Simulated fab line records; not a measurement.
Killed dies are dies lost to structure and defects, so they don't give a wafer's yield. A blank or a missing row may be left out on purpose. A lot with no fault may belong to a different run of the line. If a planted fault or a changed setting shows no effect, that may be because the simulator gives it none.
A lot that was struck, set against a sound lot -- flow gf180mcu -- 14 out of 602 route steps
Sound: the wafers L977.1, L977.4, L977.5. Wafers L980.2, L980.3, L980.5 were the ones struck. The cause comes at the end.
For every step that has rows: the tool of each side, followed by ch and its chambers, followed by its first start. Under that, the readings that differ: sound wafers -- struck wafers -- difference of the means -- sigmas: that difference in standard deviations of wafers without a fault.
alike: readings whose means differ by less than 2 such deviations, and words and numbers that are the same on both sides. not compared: withheld readings, readings that some wafer has no value for, bounds like >300 that may hide the same value, and numbers for which the record gives no deviation and whose values overlap.
Wherever a step has rows on one side only, a row that says differs or no value, or a row with sigmas, the two part there. Numbers that don't overlap but have no deviation are shown without sigmas and don't part them. A reading that every wafer of one side lacks parts them only if that side has two wafers or more.

first, 1 step without rows for these wafers: GF_V2_CVD_00 (deposits SiO2, target thk 600 nm, time 100 s).
GF_V2_THK_MEAS_01:
  sound on film metro-04 at day 22 13:30; struck on film metro-04 at day 23 20:22
  alike: V2_CVD_00_THK
GF_V2_CVD_02: deposits SiO2 from TEOS, target thk 850 nm, time 94.851 s.
  sound on pecvd-02 ch 0,1,2, day 22 13:34; struck on pecvd-04 ch 0,2, day 23 20:25
  alike: heater power w
GF_V2_THK_MEAS_03:
  sound on film metro-01 at day 22 13:38; struck on film metro-01 at day 23 20:29
  alike: V2_CVD_02_THK
GF_V2_CMP_04: polishes SiO2.
  sound on cmp-01 ch 0,2, day 22 13:44; struck on cmp-01 ch 2,3, day 23 20:43
  alike: motor current A, time to endpoint s
GF_V2_BOW_MEAS_05:
  sound on film metro-03 at day 22 13:59; struck on film metro-04 at day 23 21:02
  alike: V2_BOW
then, 6 steps without rows for these wafers: GF_V2_DEHYDRATE_06 (time 60 s); GF_V2_HMDS_07 (prime time 60 s); GF_V2_COAT_08; GF_V2_COAT_09 (resist thk 989.2 nm); GF_V2_SOFTBAKE_10 (time 60 s); GF_V2_EXPOSE_11 (exposes mask Via2, target cd 260 nm).
GF_V2_PEB_12: peb time 90 s.
  sound on litho track-01 ch 0, day 23 12:18; struck on litho track-03, day 24 19:00
  no value came back on the struck wafers for chill plate temp C (C), exhaust pa (Pa); on the sound wafers chill plate temp C (C) reads 23.04 22.94 23.02
then, 1 step without rows for these wafers: GF_V2_DEVELOP_13 (develop time 60 s).

## WHERE THEY PART
Only at GF_V2_PEB_12, as far as this record shows.

WHY: what the simulator had put in
Step skipped in full: litho track-03, at GF_V2_PEB_12, from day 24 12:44 onward. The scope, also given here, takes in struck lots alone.
